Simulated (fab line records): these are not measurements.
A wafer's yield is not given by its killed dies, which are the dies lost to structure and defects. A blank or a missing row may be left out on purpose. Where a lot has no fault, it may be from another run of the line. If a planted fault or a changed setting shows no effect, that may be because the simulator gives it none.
What tool caused it?	flow sfq-line	43 wafers from 15 lots sampled at 2 of the route's 325 steps

WHAT EACH GAUGE READ, for each wafer
SFQ_M1_RS_MEAS_909: uses a four-point probe to measure. Usual: M1_NB_RS gives 0.893 ohm/sq (standard deviation 0.01).
lot	measured	on	M1_NB_RS (ohm/sq)	flag
L973	day 17 10:53	film-metro-03	0.894 0.887 0.895	
L974	day 17 15:41	film-metro-04	0.901 0.895 0.922	
L975	day 18 06:48	film-metro-03	0.900 0.887 0.894	
L976	day 18 19:36	film-metro-04	0.903 0.898 0.898	
L978	day 20 07:59	film-metro-03	0.893 0.888 0.891	
L979	day 20 16:15	film-metro-04	0.897 0.899 0.892	
L980	day 21 03:16	film-metro-04	0.900 0.901 0.895	
L981	day 21 17:28	film-metro-03	0.890 0.878 0.879	
L982	day 22 09:04	film-metro-03	0.883 0.897 0.901	
L987	day 24 13:56	film-metro-02	0.887 1.214	OFF
L989	day 25 04:59	film-metro-03	0.895 0.883 1.201	OFF
L991	day 25 15:50	film-metro-04	0.911 1.268	OFF
L994	day 27 03:49	film-metro-04	0.884 0.899 0.884	
L995	day 27 16:59	film-metro-02	0.880 0.876 0.879	
L996	day 28 03:56	film-metro-04	0.893 0.897 0.907	

WHICH TOOL RAN EACH LOT (tool, then ch and the chambers of the sampled wafers, then the start)
lot	SFQ_TRILAYER_M1_DEP_SPUTTER_037
L973	pvd-sputter-03, day 17 10:47
L974	pvd-sputter-05, day 17 15:36
L975	pvd-sputter-04, day 18 06:43
L976	pvd-sputter-05, day 18 19:31
L978	pvd-sputter-03, day 20 07:50
L979	pvd-sputter-04, day 20 16:10
L980	pvd-sputter-04, day 21 03:08
L981	pvd-sputter-04, day 21 17:22
L982	pvd-sputter-03, day 22 08:58
L987	pvd-sputter-03, day 24 13:49
L989	pvd-sputter-03, day 25 04:54
L991	pvd-sputter-03, day 25 15:42
L994	pvd-sputter-05, day 27 03:42
L995	pvd-sputter-03, day 27 16:54
L996	pvd-sputter-05, day 28 03:50
- SFQ_TRILAYER_M1_DEP_SPUTTER_037: material Nb, target thk 200 nm, time 133.3 s.

AS READ BY THE TOOLS THEMSELVES (means over the sampled wafers that have a number; for cases with no such wafer, the mark the record gives instead)
SFQ_TRILAYER_M1_DEP_SPUTTER_037. Usual: base-pressure-pa 1.32e-06 Pa, standard deviation 9.2e-08; throttle-valve-pct 30.3 %, standard deviation 1.
lot	tool	base-pressure-pa (Pa)	throttle-valve-pct (%)	flag
L973	pvd-sputter-03	1.36e-06	30.0	
L974	pvd-sputter-05	1.33e-06	30.1	
L975	pvd-sputter-04	1.36e-06	30.0	
L976	pvd-sputter-05	1.38e-06	29.1	
L978	pvd-sputter-03	1.36e-06	30.7	
L979	pvd-sputter-04	1.36e-06	30.1	
L980	pvd-sputter-04	1.27e-06	29.4	
L981	pvd-sputter-04	1.33e-06	30.1	
L982	pvd-sputter-03	1.36e-06	30.8	
L987	pvd-sputter-03	1.28e-06	31.1	
L989	pvd-sputter-03	1.28e-06	30.8	
L991	pvd-sputter-03	1.41e-06	30.6	
L994	pvd-sputter-05	1.34e-06	30.2	
L995	pvd-sputter-03	1.32e-06	30.7	
L996	pvd-sputter-05	1.31e-06	30.1	

THE ANSWER, worked out from the rows above alone
Rule: lot off if the mean of its wafers having a number is beyond 3 standard deviations from the usual mean. Also off: a lot with no number at a reading for which 4 or more lots have one. Any other lot the step has rows for is counted as sound. The gauges are gone through in route order, then the tools' own readings, and for those a lot's mean is taken as printed above. At the first step where some lot is off, the reading lying furthest off is the one used; lots without a number count as furthest.
Off: L987, L989, L991, seen at SFQ_M1_RS_MEAS_909 (M1_NB_RS).
A tool fits if, at a process step before that reading, it ran every lot that is off, and no sound lot after the first of them. Gauges at SFQ_M1_RS_MEAS_909: tried the same way as those tools. None of those tried fits.

WHAT THE SIMULATOR HAD PUT IN
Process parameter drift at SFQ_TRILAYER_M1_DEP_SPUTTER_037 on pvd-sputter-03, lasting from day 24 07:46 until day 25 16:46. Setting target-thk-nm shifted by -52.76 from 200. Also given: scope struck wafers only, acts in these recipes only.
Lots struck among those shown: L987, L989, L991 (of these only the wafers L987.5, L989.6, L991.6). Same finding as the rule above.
